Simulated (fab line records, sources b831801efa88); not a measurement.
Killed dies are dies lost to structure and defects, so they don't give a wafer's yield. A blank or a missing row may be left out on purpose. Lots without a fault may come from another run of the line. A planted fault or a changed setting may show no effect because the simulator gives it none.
Which tool did it? | flow sky130 | 14 lots, 42 wafers sampled, at 5 steps of a route of 708

WHAT THE GAUGES READ, wafer by wafer
SKY_NWELL_RS_MEAS_29: measures by four-point-probe. Usual: NWELL_RS 624.2 ohm/sq, standard deviation 1.9.
lot  | measured     | on            | NWELL_RS (ohm/sq) | flag
L886 | day 5 07:11  | film_metro-04 | 625.8 624.2 623.7 |
L888 | day 5 14:54  | film_metro-02 | 624.8 626.7 626.1 |
L889 | day 5 21:45  | film_metro-01 | 622.3 622.8 621.8 |
L890 | day 6 04:10  | film_metro-01 | 623.8 623.6 622.7 |
L891 | day 6 09:52  | film_metro-01 | 628.0 627.0 629.1 |
L893 | day 7 01:13  | film_metro-02 | 625.0 626.5 625.3 |
L894 | day 7 22:01  | film_metro-01 | 625.0 624.7 624.5 |
L896 | day 7 23:59  | film_metro-02 | 623.0 624.7 623.7 |
L895 | day 8 00:18  | film_metro-01 | 623.2 622.6 624.0 |
L899 | day 8 12:42  | film_metro-01 | 625.1 626.7 626.5 |
L900 | day 8 19:01  | film_metro-02 | 626.0 624.5 623.6 |
L904 | day 9 22:56  | film_metro-04 | 132.8 132.5 133.0 | OFF
L905 | day 10 05:30 | film_metro-01 | 132.8 132.8 132.8 | OFF
L909 | day 11 04:05 | film_metro-02 | 622.6 625.5 624.5 |

SKY_METAL1_CD_MEAS_15: target cd 140 nm. Usual: cd_nm 140.6 nm, standard deviation 1.5.
lot  | measured     | on        | cd_nm (nm)        | flag
L886 | day 32 11:59 | cd_sem-01 | 141.2 139.0 140.6 |
L888 | day 33 04:53 | cd_sem-01 | 139.2 138.1 137.1 |
L889 | day 33 11:40 | cd_sem-02 | 142.8 141.3 141.6 |
L890 | day 33 22:40 | cd_sem-02 | 140.8 139.0 140.5 |
L891 | day 34 05:37 | cd_sem-02 | 140.5 141.3 141.2 |
L893 | day 35 01:31 | cd_sem-02 | 140.6 139.8 141.2 |
L894 | day 36 01:30 | cd_sem-02 | 140.4 140.2 140.6 |
L896 | day 36 15:47 | cd_sem-02 | 140.7 140.7 141.4 |
L895 | day 36 16:55 | cd_sem-01 | 139.2 140.7 139.0 |
L899 | day 37 02:06 | cd_sem-02 | 141.9 144.0 142.0 |
L900 | day 37 06:49 | cd_sem-01 | 139.9 140.3 139.9 |
L909 | day 39 23:48 | cd_sem-01 | 140.7 142.7 140.6 |

SKY_VIA2_THK_MEAS_01. Usual: VIA2_HDPCVD_THK 1180 nm, standard deviation 12.
lot  | measured     | on            | VIA2_HDPCVD_THK (nm) | flag
L886 | day 34 22:31 | film_metro-01 | 1186 1192 1198       |
L888 | day 35 14:52 | film_metro-04 | 1209 1190 1209       |
L889 | day 35 22:01 | film_metro-03 | 1181 1181 1175       |
L890 | day 36 09:01 | film_metro-04 | 1195 1203 1201       |
L891 | day 36 14:59 | film_metro-04 | 1183 1171 1176       |
L893 | day 37 11:49 | film_metro-03 | 1170 1161 1172       |
L894 | day 38 08:56 | film_metro-04 | 1170 1167 1195       |
L896 | day 38 22:53 | film_metro-04 | 1177 1193 1188       |
L895 | day 39 00:25 | film_metro-04 | 1168 1152 1155       |
L899 | day 39 08:47 | film_metro-04 | 1189 1190 1183       |
L900 | day 39 13:18 | film_metro-03 | 1175 1178 1171       |
L909 | day 42 04:19 | film_metro-01 | 1193 1186 1168       |

SKY_VIA3_THK_MEAS_01. Usual: VIA3_HDPCVD_THK 1644 nm, standard deviation 20.
lot  | measured     | on            | VIA3_HDPCVD_THK (nm) | flag
L886 | day 38 08:26 | film_metro-01 | 1648 1656 1634       |
L888 | day 38 23:50 | film_metro-02 | 1627 1624 1621       |
L889 | day 39 07:06 | film_metro-01 | 1621 1632 1634       |
L890 | day 39 17:54 | film_metro-02 | 1643 1642 1624       |
L891 | day 39 23:56 | film_metro-02 | 1659 1658 1624       |
L893 | day 40 18:23 | film_metro-01 | 1635 1654 1629       |
L894 | day 41 12:43 | film_metro-03 | 1641 1643 1636       |
L896 | day 42 03:29 | film_metro-03 | 1668 1696 1678       |
L895 | day 42 05:20 | film_metro-02 | 1677 1644 1679       |
L899 | day 42 12:46 | film_metro-01 | 1658 1686 1643       |
L900 | day 42 16:23 | film_metro-03 | 1654 1659 1647       |
L909 | day 45 03:04 | film_metro-01 | 1657 1634 1643       |

WHICH TOOL RAN EACH LOT (tool, then ch and the chambers of the sampled wafers, then the start)
lot  | SKY_NWELL_RTA_28
L886 | rtp_anneal-01 ch 0, day 5 07:05
L888 | rtp_anneal-01 ch 0, day 5 14:48
L889 | rtp_anneal-01 ch 0, day 5 21:39
L890 | rtp_anneal-02 ch 0, day 6 04:04
L891 | rtp_anneal-01 ch 0, day 6 09:46
L893 | rtp_anneal-02 ch 0, day 7 01:07
L894 | rtp_anneal-02 ch 0, day 7 21:49
L896 | rtp_anneal-01 ch 0, day 7 23:52
L895 | rtp_anneal-02 ch 0, day 8 00:12
L899 | rtp_anneal-02 ch 0, day 8 12:35
L900 | rtp_anneal-01 ch 0, day 8 18:55
L904 | rtp_anneal-02, day 9 22:49
L905 | rtp_anneal-01, day 10 05:24
L909 | rtp_anneal-02 ch 0, day 11 03:58
- SKY_NWELL_RTA_28: time 30 s.

WHAT THE TOOLS THEMSELVES READ (means of the sampled wafers that have a number; where no wafer has one, the mark that the record gives instead)
SKY_NWELL_RTA_28. Usual: anneal_temp_c_max 1053.9, standard deviation 0.83; chamber_o2_ppm 2.006, standard deviation 0.021; lamp_power_pct 25.31 %, standard deviation 0.052; wafer_temp_C_max 1054.8, standard deviation 0.88.
lot  | tool          | anneal_temp_c_max | chamber_o2_ppm | lamp_power_pct (%) | wafer_temp_C_max | flag
L886 | rtp_anneal-01 | 1055.3            | 2.009          | 25.32              | 1054.5           |
L888 | rtp_anneal-01 | 1054.2            | 2.001          | 25.31              | 1053.8           |
L889 | rtp_anneal-01 | 1054.1            | 2.002          | 25.42              | 1055.1           |
L890 | rtp_anneal-02 | 1052.5            | 1.981          | 25.29              | 1055.9           |
L891 | rtp_anneal-01 | 1054.1            | 2.019          | 25.33              | 1055.2           |
L893 | rtp_anneal-02 | 1054.2            | 2.026          | 25.28              | 1056.3           |
L894 | rtp_anneal-02 | 1054.7            | 2.032          | 25.30              | 1054.5           |
L896 | rtp_anneal-01 | 1053.5            | 1.992          | 25.37              | 1055.3           |
L895 | rtp_anneal-02 | 1054.6            | 1.979          | 25.28              | 1054.0           |
L899 | rtp_anneal-02 | 1054.0            | 2.005          | 25.26              | 1054.5           |
L900 | rtp_anneal-01 | 1053.9            | 1.992          | 25.29              | 1054.8           |
L904 | rtp_anneal-02 | -                 | -              | -                  | -                | OFF
L905 | rtp_anneal-01 | -                 | -              | -                  | -                | OFF
L909 | rtp_anneal-02 | 1053.9            | 1.976          | 25.27              | 1054.2           |

THE ANSWER, worked out from the rows above alone
Rule: a lot is off if the mean of its wafers that have a number lies more than 3 standard deviations from the usual mean. A lot without any number at a reading at which 4 lots or more have one is off too. The other lots that the step has rows for count as sound. The gauges are gone through in route order, then the tools' own readings, and for those a lot's mean is taken as printed above. The first step at which some lot is off is used, and at that step the reading that is off furthest; a lot without a number counts as furthest.
Off: L904, L905, at SKY_NWELL_RS_MEAS_29 (NWELL_RS).
A tool fits if, at a process step before that reading, it ran every lot that is off, and no sound lot after the first of them. The gauges at SKY_NWELL_RS_MEAS_29 aren't tried: what is off there is off at SKY_NWELL_RTA_28 too, on other tools, and a gauge's error can't cause that. None of those tried fits.

WHAT THE SIMULATOR HAD PUT IN
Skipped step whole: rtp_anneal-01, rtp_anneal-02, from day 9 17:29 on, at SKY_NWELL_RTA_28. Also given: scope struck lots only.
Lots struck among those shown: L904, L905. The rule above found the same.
